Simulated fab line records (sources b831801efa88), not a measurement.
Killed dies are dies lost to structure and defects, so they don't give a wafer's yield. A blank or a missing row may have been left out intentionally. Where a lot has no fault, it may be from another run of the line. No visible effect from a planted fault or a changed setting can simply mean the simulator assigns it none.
Chamber matching    flow sky130    pecvd-04 running SKY_CONTACT_CVD_00: 3 sister chambers
The step deposits Si3N4, target thk 75 nm. 14 wafers are shown with their chamber, then 7 later ones without.

== WAFERS PAIRED WITH THEIR CHAMBERS ==
wafer   chamber  heater-power-w (W)
L379.1  0        609
L379.4  1        609
L379.6  0        595
L381.2  0        645
L381.3  2        710
L381.5  0        652
L382.1  2        657
L382.2  1        654
L382.6  0        654
L393.3  2        693
L393.4  2        709
L393.5  1        647
L394.3  2        635
L394.4  2        639

SIGNATURES, as means of the wafers listed above
reading         chamber 0  chamber 1  chamber 2  scatter within a chamber
heater-power-w  631.00     636.67     673.83     30.2
Rule: for each reading, subtract the chamber's mean from the wafer's reading, divide by that reading's scatter and square the result; add these up over the readings and take the root, which gives the wafer's distance from the chamber. The wafer belongs to the nearest chamber; if the next one is less than 2 further off, it can't be placed. The scatter: the root of (the sum of the squares of (reading less its chamber's mean) over the shown wafers, divided by (wafers less chambers)).

== WAFERS MISSING THEIR CHAMBER ==
wafer   heater-power-w (W)
L394.6  550
L398.1  677
L398.3  637
L398.5  665
L400.1  643
L400.5  637
L400.6  635

== WHICH CHAMBER EACH WENT THROUGH ==
wafer   from the rows above           in truth
L394.6  can't be placed: 0 or 1 or 2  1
L398.1  can't be placed: 2 or 1 or 0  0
L398.3  can't be placed: 1 or 0 or 2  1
L398.5  can't be placed: 2 or 1 or 0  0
L400.1  can't be placed: 1 or 0 or 2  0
L400.5  can't be placed: 1 or 0 or 2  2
L400.6  can't be placed: 1 or 0 or 2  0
Correctly placed: 0 of 7. From these rows, 7 cannot be placed; in 7 the true chamber is one of the candidates. Wrongly placed: 0.
